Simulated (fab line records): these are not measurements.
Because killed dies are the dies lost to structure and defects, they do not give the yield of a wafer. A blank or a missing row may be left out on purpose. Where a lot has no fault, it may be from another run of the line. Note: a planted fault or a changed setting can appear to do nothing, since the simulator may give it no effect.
Which of the tools did it? | flow sfq_line | 41 wafers from 14 lots sampled at 5 of the route's 325 steps

## WHAT THE GAUGES SHOWED, per wafer
SFQ_M2_RS_MEAS_914: the measuring method here is four-point-probe.
lot  | measured     | on            | M2_NB_RS (ohm/sq)
L662 | day 17 19:50 | film_metro-01 | 0.903 0.908 0.897
L664 | day 18 04:14 | film_metro-01 | 0.892 0.901 0.889
L665 | day 18 09:40 | film_metro-03 | 0.884 0.893 0.900
L667 | day 19 03:50 | film_metro-01 | 0.882 0.884 0.894
L669 | day 19 19:23 | film_metro-02 | 0.884 0.896 0.890
L670 | day 19 21:47 | film_metro-03 | 0.895 0.895 0.895
L671 | day 20 13:23 | film_metro-02 | 0.906 0.885 0.899
L672 | day 20 20:34 | film_metro-01 | 0.902 0.901 0.900
L673 | day 21 12:38 | film_metro-03 | 0.898 0.898 0.884
L676 | day 22 12:41 | film_metro-03 | 0.901 0.894 0.892
L678 | day 23 23:55 | film_metro-02 | 1.223 1.211
L681 | day 25 05:30 | film_metro-01 | 1.218 0.898 0.897
L682 | day 25 07:53 | film_metro-03 | 0.885 0.893 0.890
L684 | day 26 06:26 | film_metro-03 | 0.919 0.897 0.914

SFQ_M7_RS_MEAS_943: the measuring method here is four-point-probe.
lot  | measured     | on            | M7_NB_RS (ohm/sq)
L662 | day 72 03:31 | film_metro-04 | 0.889 0.898 0.892
L664 | day 76 03:40 | film_metro-01 | 0.900 0.893 0.897
L665 | day 76 09:28 | film_metro-04 | 0.871 0.885 0.882
L667 | day 76 17:08 | film_metro-01 | 0.889 0.900 0.900
L669 | day 76 20:32 | film_metro-02 | 0.887 0.885 0.893
L670 | day 77 01:56 | film_metro-04 | 0.896 0.898 0.899
L671 | day 80 20:28 | film_metro-01 | 0.892 0.889 0.886
L672 | day 81 00:03 | film_metro-01 | 0.888 0.891 0.891
L673 | day 81 04:51 | film_metro-02 | 0.892 0.898 0.897
L676 | day 81 23:08 | film_metro-01 | 0.901 0.904 0.899
L678 | day 82 08:43 | film_metro-01 | 0.891 0.886
L681 | day 84 07:39 | film_metro-02 | 0.897 0.899 0.894
L682 | day 85 08:18 | film_metro-04 | 0.873 0.888 0.870
L684 | day 85 21:32 | film_metro-02 | 0.890 0.889 0.891

## WHICH TOOL RAN EACH LOT (tool, then ch and the chambers of the sampled wafers, then the start)
lot  | SFQ_TRILAYER_M2_DEP_SPUTTER_055 | SFQ_TRILAYER_M2_ETCH_METAL_ETCH_060 | SFQ_TRILAYER_I4_DEP_PECVD_099
L662 | pvd_sputter-06, day 17 19:44    | rie_metal-04 ch 0,1, day 23 04:54   | pecvd-03 ch 0,1, day 44 21:22
L664 | pvd_sputter-06, day 18 04:09    | rie_metal-04 ch 0,1, day 23 16:54   | pecvd-02 ch 1,2, day 44 23:46
L665 | pvd_sputter-05, day 18 09:32    | rie_metal-04 ch 0,1, day 24 00:08   | pecvd-03 ch 0,1, day 45 00:58
L667 | pvd_sputter-04, day 19 03:43    | rie_metal-02 ch 0,1, day 24 22:58   | pecvd-01 ch 0,1,2, day 45 16:42
L669 | pvd_sputter-05, day 19 19:17    | rie_metal-02 ch 0,1, day 25 18:26   | pecvd-01 ch 0,2, day 46 05:09
L670 | pvd_sputter-04, day 19 21:41    | rie_metal-03 ch 0,1, day 25 19:38   | pecvd-03 ch 1,2, day 46 07:33
L671 | pvd_sputter-05, day 20 13:17    | rie_metal-04 ch 0,1, day 26 11:14   | pecvd-01 ch 0,2, day 46 21:19
L672 | pvd_sputter-06, day 20 20:29    | rie_metal-04 ch 0,1, day 26 20:50   | pecvd-03 ch 0,2, day 47 03:11
L673 | pvd_sputter-04, day 21 12:32    | rie_metal-03 ch 0,1, day 27 12:34   | pecvd-03 ch 0,2, day 47 11:45
L676 | pvd_sputter-04, day 22 12:34    | rie_metal-02 ch 0,1, day 28 17:59   | pecvd-03 ch 1,2, day 48 15:11
L678 | pvd_sputter-06, day 23 23:48    | rie_metal-03 ch 0,1, day 30 02:35   | pecvd-01 ch 0,2, day 54 16:43
L681 | pvd_sputter-06, day 25 05:23    | rie_metal-04 ch 0,1, day 31 12:55   | pecvd-03 ch 1,2, day 55 07:02
L682 | pvd_sputter-05, day 25 07:47    | rie_metal-03 ch 0,1, day 31 14:07   | pecvd-01 ch 0,1,2, day 56 12:14
L684 | pvd_sputter-04, day 26 06:19    | rie_metal-03 ch 0,1, day 32 23:55   | pecvd-02 ch 0,1,2, day 57 08:45
- SFQ_TRILAYER_M2_DEP_SPUTTER_055: material Nb, target thk 200 nm, time 133.3 s.
- SFQ_TRILAYER_M2_ETCH_METAL_ETCH_060: etches Nb in Cl2/Ar, stops on SiO2, target depth 240 nm, time 120 s.
- SFQ_TRILAYER_I4_DEP_PECVD_099: deposits SiO2 from SiH4/N2O, time 111.11 s, target thk 500 nm.

## AS READ BY THE TOOLS THEMSELVES (means over the sampled wafers that have a number; for cases with no such wafer, the mark the record gives instead)
SFQ_TRILAYER_M2_DEP_SPUTTER_055.
lot  | tool           | throttle_valve_pct (%)
L662 | pvd_sputter-06 | 29.3
L664 | pvd_sputter-06 | 30.3
L665 | pvd_sputter-05 | 29.8
L667 | pvd_sputter-04 | 30.5
L669 | pvd_sputter-05 | 30.4
L670 | pvd_sputter-04 | 30.4
L671 | pvd_sputter-05 | 28.9
L672 | pvd_sputter-06 | 30.1
L673 | pvd_sputter-04 | 30.4
L676 | pvd_sputter-04 | 30.1
L678 | pvd_sputter-06 | 29.5
L681 | pvd_sputter-06 | 28.8
L682 | pvd_sputter-05 | 28.8
L684 | pvd_sputter-04 | 30.4

SFQ_TRILAYER_M2_ETCH_METAL_ETCH_060.
lot  | tool         | bias_w (W) | chamber_pressure_mTorr (mTorr) | drypump_motor_current_A (A) | oes_product_au (a.u.)
L662 | rie_metal-04 | 80.33      | 9.989                          | 5.91                        | 0.888
L664 | rie_metal-04 | 79.71      | 10.004                         | 5.89                        | 0.890
L665 | rie_metal-04 | 80.05      | 9.996                          | 6.01                        | 0.894
L667 | rie_metal-02 | 80.08      | 9.988                          | 5.74                        | 0.900
L669 | rie_metal-02 | 80.24      | 10.010                         | 6.02                        | 0.894
L670 | rie_metal-03 | 80.36      | 9.995                          | 5.85                        | 0.890
L671 | rie_metal-04 | 80.21      | 9.998                          | 5.90                        | 0.885
L672 | rie_metal-04 | 79.92      | 9.998                          | 5.91                        | 0.890
L673 | rie_metal-03 | 80.20      | 10.000                         | 5.76                        | 0.895
L676 | rie_metal-02 | 79.84      | 9.993                          | 5.75                        | 0.895
L678 | rie_metal-03 | 79.64      | 9.988                          | 5.80                        | 0.758
L681 | rie_metal-04 | 80.16      | 10.002                         | 6.04                        | 0.843
L682 | rie_metal-03 | 79.85      | 9.999                          | 5.78                        | 0.896
L684 | rie_metal-03 | 79.76      | 10.004                         | 5.84                        | 0.885

SFQ_TRILAYER_I4_DEP_PECVD_099.
lot  | tool     | heater_power_w (W) | throttle_valve_pct (%)
L662 | pecvd-03 | 74                 | 25.2
L664 | pecvd-02 | 100                | 23.8
L665 | pecvd-03 | 77                 | 25.1
L667 | pecvd-01 | 97                 | 23.9
L669 | pecvd-01 | 82                 | 23.9
L670 | pecvd-03 | 76                 | 25.0
L671 | pecvd-01 | 87                 | 24.3
L672 | pecvd-03 | 88                 | 26.7
L673 | pecvd-03 | 78                 | 27.0
L676 | pecvd-03 | 85                 | 25.7
L678 | pecvd-01 | 84                 | 24.1
L681 | pecvd-03 | 76                 | 25.1
L682 | pecvd-01 | 98                 | 22.3
L684 | pecvd-02 | 99                 | 23.6

## THE ANSWER, worked out from the rows above alone
Rule: what is usual is taken from the lots themselves. The widest of any qualifying gaps counts: lots, ordered by their means at a reading, are off when they make up no more than a third of the lots, leave a main group of 4 or more, and stand apart from it by 3 or more times the standard deviation of that group's means. A main group whose means are all the same, to the digits that the tables above print for the reading, isn't used. A lot without any number at a reading at which 4 lots or more have one is off too. Where the step has rows for the other lots, those lots are counted as sound. Order of review: gauges by route order, followed by the tools' own readings, for which a lot's mean as printed above is used. At the first step where some lot is off, the reading lying furthest off is the one used; lots without a number count as furthest.
Off: at SFQ_M2_RS_MEAS_914 (M2_NB_RS), L678, L681. The main group has a mean of 0.896 ohm/sq with a standard deviation of 0.0062.
A tool fits if, at a process step before that reading, it ran every lot that is off, and no sound lot after the first of them. The gauges at SFQ_M2_RS_MEAS_914 aren't tried: what is off there is off at SFQ_TRILAYER_M2_ETCH_METAL_ETCH_060 too, on other tools, and a gauge's error can't cause that. One fits: SFQ_TRILAYER_M2_DEP_SPUTTER_055 on pvd_sputter-06. Its last sound lot is L672 (day 20 20:29), its first lot that is off L678 (day 23 23:48): a fault that began between those two fits.

## WHAT THE SIMULATOR PUT IN
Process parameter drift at SFQ_TRILAYER_M2_DEP_SPUTTER_055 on pvd_sputter-06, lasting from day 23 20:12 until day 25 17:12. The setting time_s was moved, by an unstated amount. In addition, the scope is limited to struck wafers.
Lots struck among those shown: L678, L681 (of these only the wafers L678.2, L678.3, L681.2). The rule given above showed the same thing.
